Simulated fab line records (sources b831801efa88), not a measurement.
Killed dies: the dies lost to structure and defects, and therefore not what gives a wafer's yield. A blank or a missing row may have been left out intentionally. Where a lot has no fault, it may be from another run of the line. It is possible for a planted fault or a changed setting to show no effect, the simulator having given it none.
The tool behind it: which one? || flow gf180mcu || 7 lots, 21 wafers sampled, at 3 steps of a route of 602

== WHAT THE GAUGES SHOWED, per wafer ==
GF_HV_LDD_OVL_MEAS_08.
{"lot": "L694", "measured": "day 10 06:17", "on": "overlay-02", "HV_LDD_OVL (nm)": "0.9 0.3 -0.6"}
{"lot": "L699", "measured": "day 11 22:04", "on": "overlay-01", "HV_LDD_OVL (nm)": "1.0 0.0 0.8"}
{"lot": "L701", "measured": "day 12 11:37", "on": "overlay-01", "HV_LDD_OVL (nm)": "1.7 3.0 1.5"}
{"lot": "L705", "measured": "day 13 14:38", "on": "overlay-01", "HV_LDD_OVL (nm)": "176.3 175.2 175.8"}
{"lot": "L707", "measured": "day 14 06:24", "on": "overlay-02", "HV_LDD_OVL (nm)": "177.1 175.8 176.1"}
{"lot": "L712", "measured": "day 16 04:41", "on": "overlay-01", "HV_LDD_OVL (nm)": "-2.1 -1.4 -2.2"}
{"lot": "L715", "measured": "day 16 21:59", "on": "overlay-01", "HV_LDD_OVL (nm)": "-1.6 -0.8 -2.0"}

== WHICH TOOL RAN EACH LOT (tool, then ch and the chambers of the sampled wafers, then the start) ==
{"lot": "L694", "GF_POLY_GATE_ETCH_12": "rieDiel-03 ch 0,3, day 9 11:11", "GF_HV_LDD_EXPOSE_04": "ilineStepper-02 ch 0, day 9 21:14"}
{"lot": "L699", "GF_POLY_GATE_ETCH_12": "rieDiel-02 ch 0,3, day 11 01:17", "GF_HV_LDD_EXPOSE_04": "ilineStepper-02 ch 0, day 11 12:22"}
{"lot": "L701", "GF_POLY_GATE_ETCH_12": "rieDiel-02 ch 1,2, day 11 14:18", "GF_HV_LDD_EXPOSE_04": "ilineStepper-01 ch 0, day 12 02:08"}
{"lot": "L705", "GF_POLY_GATE_ETCH_12": "rieDiel-01 ch 0,3, day 12 17:29", "GF_HV_LDD_EXPOSE_04": "ilineStepper-01 ch 0, day 13 04:20"}
{"lot": "L707", "GF_POLY_GATE_ETCH_12": "rieDiel-03 ch 1,2, day 13 04:50", "GF_HV_LDD_EXPOSE_04": "ilineStepper-01 ch 0, day 13 20:50"}
{"lot": "L712", "GF_POLY_GATE_ETCH_12": "rieDiel-01 ch 0,1,3, day 15 04:50", "GF_HV_LDD_EXPOSE_04": "ilineStepper-02 ch 0, day 15 18:28"}
{"lot": "L715", "GF_POLY_GATE_ETCH_12": "rieDiel-02 ch 0,1,3, day 15 20:56", "GF_HV_LDD_EXPOSE_04": "ilineStepper-02 ch 0, day 16 10:54"}
- GF_POLY_GATE_ETCH_12: etches BARC in N2/H2.
- GF_HV_LDD_EXPOSE_04: exposes mask Nplus LV AREA, target cd 400 nm.

== THE ANSWER, worked out from the rows above alone ==
Rule: the usual values come from the lots themselves. Put in order of their means at a reading, lots are off if they are a third of the lots or fewer, leave a main group of 4 or more, and stand apart from it by a gap of 3 or more times the standard deviation of the main group's means; of several such gaps the widest counts. The tables above print the reading to a certain number of digits; a main group whose means all agree to those digits is not used. A lot without any number at a reading at which 4 lots or more have one is off too. All remaining lots with rows at the step are treated as sound.
Off: L705, L707, seen at GF_HV_LDD_OVL_MEAS_08 (HV_LDD_OVL). Main group: mean -0.1 nm, sd 1.4.
If a tool, at a process step before that reading, ran all the lots that are off and no sound lot after the first of them, it fits. Gauges at GF_HV_LDD_OVL_MEAS_08: tried the same way as those tools. One candidate fits, namely ilineStepper-01 at GF_HV_LDD_EXPOSE_04. Its last sound lot is L701 (day 12 02:08), its first lot that is off L705 (day 13 04:20): a fault that began between those two fits.

== WHAT THE SIMULATOR HAD INSERTED ==
Scanner matching overlay: ilineStepper-01, from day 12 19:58 on, at GF_HV_LDD_EXPOSE_04. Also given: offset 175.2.
Shown lots that were struck: L705, L707. The rule given above showed the same thing.
